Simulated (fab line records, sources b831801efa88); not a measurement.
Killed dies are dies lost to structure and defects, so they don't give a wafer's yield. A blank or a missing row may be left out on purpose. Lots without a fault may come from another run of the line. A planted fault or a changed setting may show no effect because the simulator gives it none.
fab line records | flow gf180mcu
record lots=11 wafers=33 last_day=34
route steps=602 shown VT_IMPLANT@130 POLY_GATE@169 HV_LDD@186 PSD@257
lots that met no fault: from a run of the same line without faults
start_h: hours from the record's first day to the start of the lot's first wafer shown | wait_h: hours since the lot's step before | " the same as in the row above | L1.1+2: a row that stands for several wafers | - no value, or no start given | * or withheld: withheld | < > ~ a bound
route shown NAME@n: a module of which the file shows steps, and the number in the route of the first | usual: mean/standard deviation of fault-free wafers | same: alike in all rows | chamber/n: place in a boat | sites: the reading at each site | _std_site: their standard deviation | _edge_site: outer sites' mean less inner sites' | radius_mm: how far each site lies from the wafer's centre | mask NAME#n: copy n | behind: the tool/chamber that last shaped the wafer | hold: why the lot was held/for how many hours/how that ended | device: the transistor (n, p or np) that didn't switch | end of line: the same wafers' tests at the end of the route | a step without rows: its recipe alone | killed: dies lost to structure and defects at the first sort, not the wafer's yield | map: a wafer's dies, x killed, . not, _ none there
set.NAME: the setting as run; set.NAME@STEP: as run at that earlier step | model.NAME: the simulator's own value behind a step, which no gauge read
steps of the route over a sample of lots; a table a step, a row a wafer
services: from which hour (start_h, from the record's first day; less than 0 if before it) a tool's chamber was out of use, for how many hours, and why
## steps
# step GF_VT_IMPLANT_OVL_MEAS_40
# usual VT_IMPLANT_03_OVL=0.1/1.5
# columns lot.wafer tool chamber start_h wait_h VT_IMPLANT_03_OVL[nm]
L790.2 overlay-02 - 163.46 0.1 2.0
L790.3 " - " " 2.1
L790.6 " - " " 1.9
L795.1 overlay-01 - 197.20 0.1 -0.2
L795.2 " - " " -0.1
L795.5 " - " " 0.2
L796.1 overlay-01 - 204.54 0.1 0.0
L796.3 " - " " -0.4
L796.5 " - " " 0.1
L797.1 overlay-02 - 209.25 0.1 -1.3
L797.3 " - " " -1.2
L797.5 " - " " -2.5
L803.2 overlay-01 - 254.10 0.1 1.7
L803.4 " - " " -0.3
L803.5 " - " " 0.5
L804.4 overlay-01 - 261.66 0.1 0.7
L804.5 " - " " -0.6
L804.6 " - " " -1.0
L805.2 overlay-02 - 268.15 0.1 -1.5
L805.5 " - " " -0.9
L805.6 " - " " 0.7
L807.3 overlay-02 - 283.91 0.1 -0.1
L807.4 " - " " 2.4
L807.5 " - " " 0.0
L810.1 overlay-02 - 301.69 0.1 0.8
L810.2 " - " " 0.2
L810.4 " - " " 2.0
L811.1 overlay-02 - 309.44 0.1 -0.1
L811.2 " - " " 1.0
L811.3 " - " " 0.8
L812.1 overlay-01 - 316.29 0.1 3.6
L812.4 " - " " 3.2
L812.6 " - " " 2.9
# step GF_POLY_GATE_ETCH_12
# recipe chemistry=N2/H2 target_depth_a=withheld overetch_a=withheld time_s=withheld target=BARC ion_energy_ev=200 source_w=500 bias_w=100 pressure_mtorr=30 n2_flow_sccm=100 h2_flow_sccm=200
# usual drypump_motor_current_A=5.7/0.38 oes_product_au=0.735/0.0043 throttle_valve_pct=13.213/0.0093
# columns lot.wafer tool chamber start_h wait_h drypump_motor_current_A oes_product_au throttle_valve_pct
L790.2 rie_diel-02 2 202.90 0.0 5.0 0.732 13.215
L790.3 " 0 " " 5.3 0.736 13.213
L790.6 " 1 " " 5.9 0.737 13.225
L795.1 rie_diel-01 0 239.10 0.0 5.7 0.734 13.214
L795.2 " 1 " " 6.0 0.738 13.226
L795.5 " 0 " " 5.7 0.734 13.202
L796.1 rie_diel-01 1 247.35 0.0 6.0 0.735 13.216
L796.3 " 3 " " 5.8 0.731 13.201
L796.5 " 3 " " 5.8 0.728 13.214
L797.1 rie_diel-02 3 253.19 0.0 6.0 0.739 13.206
L797.3 " 0 " " 5.3 0.732 13.216
L797.5 " 0 " " 5.3 0.742 13.221
L803.2 rie_diel-04 0 300.94 0.0 6.0 0.732 13.221
L803.4 " 1 " " 6.1 0.738 13.199
L803.5 " 1 " " 6.1 0.726 13.222
L804.4 rie_diel-04 3 307.59 0.0 5.4 0.738 13.197
L804.5 " 0 " " 6.0 0.736 13.220
L804.6 " 1 " " 6.0 0.729 13.208
L805.2 rie_diel-01 3 315.45 0.0 5.8 0.732 13.228
L805.5 " 2 " " 6.2 0.733 13.214
L805.6 " 1 " " 6.0 0.736 13.216
L807.3 rie_diel-01 3 331.60 0.0 5.8 0.736 13.214
L807.4 " 1 " " 6.0 0.732 13.224
L807.5 " 3 " " 5.8 0.736 13.220
L810.1 rie_diel-01 3 348.94 0.0 5.8 0.735 13.232
L810.2 " 0 " " 5.8 0.730 13.217
L810.4 " 1 " " 6.0 0.732 13.205
L811.1 rie_diel-04 2 358.44 0.0 5.2 0.727 13.228
L811.2 " 0 " " 6.0 0.739 13.210
L811.3 " 3 " " 5.4 0.733 13.224
L812.1 rie_diel-02 1 367.59 0.0 5.9 0.735 13.215
L812.4 " 3 " " 6.0 0.745 13.198
L812.6 " 1 " " 5.9 0.740 13.223
# step GF_HV_LDD_STRIP_10
# recipe chemistry=O2/N2 power_w=1400 pressure_mtorr=1500 platen_temp_c=250 o2_flow_sccm=3000 n2_flow_sccm=300 overash_fraction=0.5
# usual drypump_motor_current_A=5.9/0.57 heater_power_w=365/42 oes_product_au=0.716/0.0046 strip_time_to_endpoint_s=12.63/0.032
# columns lot.wafer tool chamber start_h wait_h drypump_motor_current_A heater_power_w oes_product_au rf_hours_counter_h strip_time_to_endpoint_s
L790.2 plasma_asher-04 0 223.05 0.1 6.2 296 0.716 42 12.67
L790.3 " 0 " " 6.2 303 0.711 - 12.66
L790.6 " 1 " " 5.9 331 0.710 - 12.65
L795.1 plasma_asher-01 0 260.05 0.1 6.1 355 0.726 16 12.58
L795.2 " 1 " " 6.5 406 0.715 16 12.63
L795.5 " 1 " " 6.5 414 0.716 - 12.61
L796.1 plasma_asher-01 1 268.70 0.1 6.5 409 0.715 16 12.65
L796.3 " 0 " " 6.1 338 0.714 - 12.63
L796.5 " 0 " " 6.1 341 0.721 - 12.62
L797.1 plasma_asher-03 0 274.80 0.1 6.0 422 0.711 65 12.66
L797.3 " 1 " " 4.8 349 0.713 - 12.64
L797.5 " 0 " " 6.0 418 0.714 - 12.72
L803.2 plasma_asher-03 1 324.15 0.1 4.8 357 0.714 70 12.67
L803.4 " 0 " " 6.0 415 0.714 - 12.69
L803.5 " 1 " " 4.8 344 0.721 - 12.67
L804.4 plasma_asher-04 1 330.74 0.1 5.9 330 0.713 - 12.62
L804.5 " 1 " " 5.9 333 0.728 - 12.61
L804.6 " 0 " " 6.2 294 0.716 - 12.62
L805.2 plasma_asher-03 0 337.95 0.1 6.0 427 0.719 72 12.58
L805.5 " 0 " " 6.0 408 0.707 - 12.60
L805.6 " 1 " " 4.8 347 0.715 - 12.60
L807.3 plasma_asher-01 0 355.73 0.1 6.1 334 0.722 - 12.58
L807.4 " 1 " " 6.5 415 0.715 - 12.58
L807.5 " 1 " " 6.5 409 0.715 - 12.57
L810.1 plasma_asher-01 1 373.40 0.1 6.5 412 0.719 27 12.66
L810.2 " 0 " " 6.1 338 0.714 27 12.67
L810.4 " 0 " " 6.1 336 0.723 - 12.66
L811.1 plasma_asher-01 0 383.00 0.1 6.1 333 0.710 27 12.62
L811.2 " 1 " " 6.5 397 0.719 27 12.65
L811.3 " 0 " " 6.1 337 0.715 - 12.64
L812.1 plasma_asher-01 0 392.15 0.1 6.1 336 0.716 29 12.68
L812.4 " 0 " " 6.1 340 0.706 - 12.66
L812.6 " 0 " " 6.1 342 0.721 - 12.66
# step GF_PSD_IMPLANT_09
# recipe species=BF2 energy_kev=40 dose_cm2=1.5e+15 tilt_deg=7
# usual beam_energy_keV=40.002/0.013
# same implant_ion_amu=49
# columns lot.wafer tool chamber start_h wait_h beam_energy_keV
L790.2 implanter-04 0 326.75 0.1 40.002
L790.3 " 0 " " 39.997
L790.6 " 0 " " 40.008
L795.1 implanter-02 0 368.40 0.0 40.875
L795.2 " 0 " " 40.907
L795.5 " 0 " " 40.891
L796.1 implanter-02 0 379.15 0.0 40.910
L796.3 " 0 " " 40.918
L796.5 " 0 " " 40.916
L797.1 implanter-03 0 386.55 0.0 39.982
L797.3 " 0 " " 40.001
L797.5 " 0 " " 40.006
L803.2 implanter-02 0 443.29 0.0 40.001
L803.4 " 0 " " 40.011
L803.5 " 0 " " 39.992
L804.4 implanter-02 0 448.88 0.1 40.021
L804.5 " 0 " " 39.979
L804.6 " 0 " " 39.986
L805.2 implanter-03 0 459.59 0.0 40.006
L805.5 " 0 " " 40.000
L805.6 " 0 " " 39.988
L807.3 implanter-04 0 479.60 0.1 40.029
L807.4 " 0 " " 40.015
L807.5 " 0 " " 40.018
L810.1 implanter-02 0 497.34 0.0 40.022
L810.2 " 0 " " 40.014
L810.4 " 0 " " 40.017
L811.1 implanter-04 0 507.70 0.0 39.976
L811.2 " 0 " " 39.985
L811.3 " 0 " " 39.979
L812.1 implanter-03 0 517.85 0.0 40.007
L812.4 " 0 " " 40.011
L812.6 " 0 " " 40.014
# step GF_PSD_STRIP_10
# recipe chemistry=O2/N2 power_w=1400 pressure_mtorr=1500 platen_temp_c=250 o2_flow_sccm=3000 n2_flow_sccm=300 overash_fraction=0.5
# usual drypump_motor_current_A=5.8/0.53 heater_power_w=367/35 oes_product_au=0.592/0.0047 strip_time_to_endpoint_s=16.51/0.036
# columns lot.wafer tool chamber start_h wait_h drypump_motor_current_A heater_power_w oes_product_au rf_hours_counter_h strip_time_to_endpoint_s
L790.2 plasma_asher-02 1 326.88 0.1 5.7 346 0.598 65 16.52
L790.3 " 1 " " 5.7 340 0.592 - 16.48
L790.6 " 0 " " 5.7 343 0.590 - 16.52
L795.1 plasma_asher-01 1 368.55 0.1 6.5 412 0.588 26 16.64
L795.2 " 0 " " 6.1 337 0.589 26 16.69
L795.5 " 1 " " 6.5 407 0.588 - 16.65
L796.1 plasma_asher-03 0 379.30 0.1 6.0 410 0.587 76 16.63
L796.3 " 1 " " 4.8 354 0.588 - 16.64
L796.5 " 0 " " 6.0 406 0.590 - 16.63
L797.1 plasma_asher-01 1 386.70 0.1 6.5 407 0.588 28 16.52
L797.3 " 1 " " 6.5 411 0.589 - 16.51
L797.5 " 0 " " 6.1 332 0.590 - 16.51
L803.2 plasma_asher-02 0 443.41 0.1 5.6 338 0.580 2 16.52
L803.4 " 0 " " 5.7 343 0.594 - 16.51
L803.5 " 1 " " 5.7 330 0.588 - 16.53
L804.4 plasma_asher-01 1 448.99 0.1 6.5 406 0.590 - 16.53
L804.5 " 0 " " 6.1 334 0.594 - 16.49
L804.6 " 1 " " 6.5 401 0.594 - 16.48
L805.2 plasma_asher-01 0 459.72 0.1 6.1 339 0.589 34 16.46
L805.5 " 0 " " 6.1 339 0.598 - 16.43
L805.6 " 1 " " 6.5 402 0.594 - 16.42
L807.3 plasma_asher-01 0 479.73 0.1 6.1 333 0.588 - 16.46
L807.4 " 1 " " 6.5 411 0.588 - 16.49
L807.5 " 1 " " 6.5 407 0.589 - 16.49
L810.1 plasma_asher-02 1 497.49 0.1 5.8 329 0.602 7 16.52
L810.2 " 0 " " 5.7 340 0.592 7 16.54
L810.4 " 0 " " 5.7 339 0.597 - 16.49
L811.1 plasma_asher-03 1 507.85 0.1 4.8 350 0.599 91 16.53
L811.2 " 0 " " 6.0 415 0.585 91 16.50
L811.3 " 0 " " 6.0 413 0.592 - 16.49
L812.1 plasma_asher-03 0 518.00 0.1 6.0 433 0.589 92 16.52
L812.4 " 1 " " 4.8 352 0.605 - 16.54
L812.6 " 1 " " 4.8 356 0.592 - 16.56
# step GF_PSD_RS_MEAS_15
# recipe thk_meas_gauge=four-point-probe
# usual PSD_RS=108.56/0.28
# columns lot.wafer tool chamber start_h wait_h PSD_RS[ohm/sq]
L790.2 film_metro-04 - 327.32 0.1 108.54
L790.3 " - " " 108.54
L790.6 " - " " 108.68
L795.1 film_metro-03 - 368.97 0.1 107.38
L795.2 " - " " 107.26
L795.5 " - " " 107.14
L796.1 film_metro-03 - 379.71 0.1 107.27
L796.3 " - " " 107.01
L796.5 " - " " 107.12
L797.1 film_metro-03 - 387.12 0.1 108.51
L797.3 " - " " 108.29
L797.5 " - " " 108.60
L803.2 film_metro-01 - 443.84 0.1 108.67
L803.4 " - " " 108.64
L803.5 " - " " 108.88
L804.4 film_metro-01 - 449.43 0.1 108.90
L804.5 " - " " 108.95
L804.6 " - " " 108.90
L805.2 film_metro-04 - 460.15 0.1 107.95
L805.5 " - " " 108.50
L805.6 " - " " 108.32
L807.3 film_metro-03 - 480.21 0.1 108.62
L807.4 " - " " 108.23
L807.5 " - " " 108.37
L810.1 film_metro-04 - 497.90 0.1 108.25
L810.2 " - " " 108.11
L810.4 " - " " 107.86
L811.1 film_metro-04 - 508.26 0.1 108.47
L811.2 " - " " 108.03
L811.3 " - " " 108.33
L812.1 film_metro-01 - 518.42 0.1 108.61
L812.4 " - " " 108.83
L812.6 " - " " 108.75
## services
# columns tool chamber start_h hours kind
implanter-03 - 179.49 10.4 pm
rie_diel-04 1 197.44 1.2 repair
plasma_asher-02 - 212.18 0.7 repair
implanter-03 - 213.17 1.1 repair
rie_diel-02 2 227.99 4.4 repair
rie_diel-01 2 237.16 49.8 repair
implanter-02 - 242.15 0.8 repair
rie_diel-01 0 244.86 9.0 repair
plasma_asher-03 - 277.39 1.5 repair
rie_diel-02 1 292.74 1.4 repair
plasma_asher-01 - 304.10 3.2 repair
plasma_asher-02 - 315.46 2.8 pm
rie_diel-02 0 315.82 6.9 repair
rie_diel-04 0 320.27 10.3 repair
implanter-02 - 325.13 3.7 repair
implanter-02 - 350.07 3.3 pm
implanter-02 - 418.32 4.6 pm
rie_diel-01 1 418.82 5.4 repair
plasma_asher-01 - 427.12 15.2 repair
implanter-02 - 466.87 1.3 repair
rie_diel-01 1 475.94 6.5 repair
rie_diel-01 2 498.68 7.8 repair
rie_diel-01 - 509.69 15.6 pm
plasma_asher-03 - 510.73 4.3 repair
## key
first_sign step=GF_PSD_IMPLANT_09 reading=beam_energy_keV direction=up sigmas=71 usual=40.002 struck=40.903
effect step=GF_PSD_STRIP_10 reading=strip_time_to_endpoint_s direction=up sigmas=3.7 usual=* struck=*
effect step=GF_PSD_RS_MEAS_15 reading=PSD_RS direction=down sigmas=4.9 usual=108.56 struck=107.20
met_at GF_PSD_IMPLANT_09
struck_lots L795,L796
tester_left_out L795,L796
not_acting_at GF_VT_IMPLANT_OVL_MEAS_40,GF_POLY_GATE_ETCH_12,GF_HV_LDD_STRIP_10
fault kind=process_parameter_drift tool=implanter-02 chamber=- onset_h=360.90 steps=GF_PSD_IMPLANT_09 channel=energy_kev offset=0.89114 shape=step end_h=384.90 acts_in=these_recipes_only stated=40
# tester_left_out: of these lots the tester's yield and bins aren't shown, on N5 and GAA mostly nor the transistor test; their killed dies are dies lost to structure and defects alone, not to doping, threshold or leakage, so they don't give the yield
